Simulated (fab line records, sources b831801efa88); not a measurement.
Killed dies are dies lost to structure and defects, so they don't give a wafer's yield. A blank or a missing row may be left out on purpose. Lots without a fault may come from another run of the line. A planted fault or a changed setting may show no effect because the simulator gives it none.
A struck lot beside a sound one | flow sky130 | 43 steps out of a route of 708
Sound: wafers L492.1, L492.3, L492.4. Struck: wafer L497.1. (L497.3, L497.5 of the same lot were not struck and are left out.) The cause comes at the end.
At each step with rows: each side's tool, then ch and its chambers, then its first start. Under that, the readings that differ: sound wafers | struck wafers | difference of the means | sigmas: that difference in standard deviations of wafers without a fault.
alike: readings whose means differ by less than 2 such deviations, and words and numbers that are the same on both sides. not compared: withheld readings, readings that some wafer has no value for, bounds like >300 that may hide the same value, and numbers for which the record gives no deviation and whose values overlap.
The two part at a step that has a row with sigmas, a row that says differs or no value, or rows on one side only. Numbers that don't overlap but have no deviation are shown without sigmas and don't part them. A reading that every wafer of one side lacks parts them only if that side has two wafers or more.

first, 4 steps without rows for these wafers: SKY_VIA3_STRIP_17 (strips in post etch residue remover, time 1200 s); SKY_VIA3_CLEAN_18 (cleans in IPA, time 180 s); SKY_VIA3_CLEAN_19 (cleans in O3/DIW); SKY_VIA3_SPUTTER_20 (material TiN, target thk 20 nm, time 80 s).
SKY_VIA3_CVD_21: deposits W, target thk 390 nm, time 117.31 s.
  sound on cvd_w-02 ch 0,1, day 40 09:28; struck on cvd_w-02 ch 1, day 42 07:25
  reading                  | sound       | struck | difference | sigmas
  heater_power_outer_w (W) | 492 539 484 | 473    | -32        | -2
  alike: heater_power_w
SKY_VIA3_RS_MEAS_22: measures by four-point-probe.
  sound on film_metro-02, day 40 09:36; struck on film_metro-02, day 42 07:33
  alike: VIA3_W_RS
SKY_VIA3_THK_MEAS_23: measures by xrf.
  sound on film_metro-02, day 40 09:43; struck on film_metro-02, day 42 07:40
  alike: VIA3_W_THK
then, 3 steps without rows for these wafers: SKY_VIA3_CMP_24 (polishes, stops on SiO2, t overpolish 20 s, target thk 0 nm); SKY_METAL4_SPUTTER_00 (material Ti, target thk 15 nm, time 10 s); SKY_METAL4_SPUTTER_01 (material TiN, target thk 20 nm, time 16.7 s).
SKY_METAL4_SPUTTER_02: material AlCu, target thk 735 nm, time 39.1 s.
  sound on pvd_sputter-03, day 40 10:07; struck on pvd_sputter-02, day 42 08:04
  alike: throttle_valve_pct
then, 1 step without rows for these wafers: SKY_METAL4_SPUTTER_03 (material Ti, target thk 5 nm, time 3.3 s).
SKY_METAL4_SPUTTER_04: material TiN, target thk 70 nm, time 58.3 s.
  sound on pvd_sputter-03, day 40 10:11; struck on pvd_sputter-02, day 42 08:08
  alike: throttle_valve_pct
then, 1 step without rows for these wafers: SKY_CAP2M_CVD_00 (deposits SiO2, target thk 15.5 nm).
SKY_CAP2M_THK_MEAS_01:
  sound on film_metro-03, day 40 10:15; struck on film_metro-04, day 42 08:13
  alike: CAP2M_CVD_00_THK
SKY_CAP2M_SPUTTER_02: material TiN, target thk 200 nm, time 166.7 s.
  sound on pvd_sputter-04, day 40 10:19; struck on pvd_sputter-01, day 42 08:16
  alike: substrate_temp_c, throttle_valve_pct
SKY_CAP2M_RS_MEAS_03: measures by four-point-probe.
  sound on film_metro-04, day 40 10:25; struck on film_metro-03, day 42 08:23
  alike: CAP2M_TIN_RS
SKY_CAP2M_THK_MEAS_04: measures by xrf.
  sound on film_metro-04, day 40 10:32; struck on film_metro-03, day 42 08:30
  alike: CAP2M_TIN_THK
then, 7 steps without rows for these wafers: SKY_CAP2M_DEHYDRATE_05 (time 60 s); SKY_CAP2M_HMDS_06 (prime time 60 s); SKY_CAP2M_COAT_07 (resist thk 1140 nm); SKY_CAP2M_SOFTBAKE_08 (time 60 s); SKY_CAP2M_EXPOSE_09 (exposes mask CAP2M, target cd 1000 nm); SKY_CAP2M_PEB_10; SKY_CAP2M_DEVELOP_11 (develop time 60 s).
SKY_CAP2M_OVL_MEAS_12:
  sound on overlay-02, day 41 10:05; struck on overlay-01, day 43 07:02
  alike: CAP2M_OVL
SKY_CAP2M_METAL_ETCH_13: etches TiN in Cl2/BCl3, stops on SiO2, target depth 220 nm, time 62.9 s.
  sound on rie_metal-02 ch 0,1, day 41 10:08; struck on rie_metal-04 ch 1, day 43 07:05
  alike: chamber_pressure_mTorr, drypump_motor_current_A, he_backside_leak_sccm, oes_product_au, throttle_valve_pct
  not compared: rf_hours_counter_h
SKY_CAP2M_STRIP_14: strips in O2/N2.
  sound on plasma_asher-02 ch 0,1, day 41 10:13; struck on plasma_asher-02 ch 1, day 43 07:14
  reading                      | sound             | struck | difference | sigmas
  strip_time_to_endpoint_s (s) | 12.77 12.75 12.79 | 12.65  | -0.12      | -2
  alike: chamber_pressure_mTorr, drypump_motor_current_A, oes_product_au
  not compared: rf_hours_counter_h
then, 11 steps without rows for these wafers: SKY_CAP2M_STRIP_15 (strips in post etch residue remover, time 1200 s); SKY_CAP2M_CLEAN_16 (cleans in IPA, time 180 s); SKY_CAP2M_CLEAN_17 (cleans in O3/DIW); SKY_METAL4_DEHYDRATE_05 (time 60 s); SKY_METAL4_HMDS_06 (prime time 60 s); SKY_METAL4_COAT_07 (resist thk 60 nm); SKY_METAL4_COAT_08 (resist thk 1140 nm); SKY_METAL4_SOFTBAKE_09 (time 90 s); SKY_METAL4_EXPOSE_10 (exposes mask MM4, target cd 300 nm); SKY_METAL4_PEB_11; SKY_METAL4_DEVELOP_12 (develop time 60 s).
SKY_METAL4_CD_MEAS_13: target cd 300 nm.
  sound on cd_sem-01, day 42 10:32; struck on cd_sem-01, day 44 06:08
  alike: cd_nm
SKY_METAL4_OVL_MEAS_14:
  sound on overlay-01, day 42 10:40; struck on overlay-02, day 44 06:16
  alike: METAL4_OVL
then, 1 step without rows for these wafers: SKY_METAL4_DESCUM_15 (chemistry O2, time 8 s).
-- the record jumps here: 4 days lie between the struck wafers' starts before and after (it left off in module METAL4 and takes up again in module PAD_OPEN, whose first step shown is number 708 of the route) --
SKY_PAD_OPEN_PROBE_99:
  sound on prober-02, day 46 08:31; struck on prober-01, day 47 23:47
  reading                               | sound               | struck | difference | sigmas
  defect_limited_yield (%)              | 81.7 84.8 82.5      | 71.1   | -11.9      | -6
  killed_at_M4_up                       | 5 0 3               | 59     | +56        | +30
  killed_dies                           | 90 75 86            | 142    | +58        | +6
  killed_on_rim                         | 16 17 16            | 34     | +18        | +5
  sort_bin_3_pad_short (%)              | 1.4 0.6 0.4         | 3.5    | +2.7       | +6
  sort_bin_5_function (%)               | 10.8 7.9 10.6       | 18.3   | +8.5       | +5
  sort_n_pass                           | 402 417 406         | 350    | -58        | -6
  sort_yield_pct (%)                    | 81.7 84.8 82.5      | 71.1   | -11.9      | -6
  model.etest.tester.sort_n_pass        | 402 417 406         | 350    | -58        |
  model.etest.tester.sort_yield_pct (%) | 81.71 84.76 82.52   | 71.14  | -11.86     |
  model.etest.tester.sort_bin_5_pct (%) | 10.77 7.927 10.57   | 18.29  | +8.53      |
  model.etest.tester.sort_bin_3_pct (%) | 1.423 0.6098 0.4065 | 3.455  | +2.642     |
  alike: killed_at_M0_to_M3, killed_at_contacts, killed_at_front_end, killed_at_other, killed_open, killed_short, sort_bin_6_memory

WHERE THEY PART
First at SKY_VIA3_CVD_21; last, within this record, at SKY_PAD_OPEN_PROBE_99.

WHY: what the simulator had put in
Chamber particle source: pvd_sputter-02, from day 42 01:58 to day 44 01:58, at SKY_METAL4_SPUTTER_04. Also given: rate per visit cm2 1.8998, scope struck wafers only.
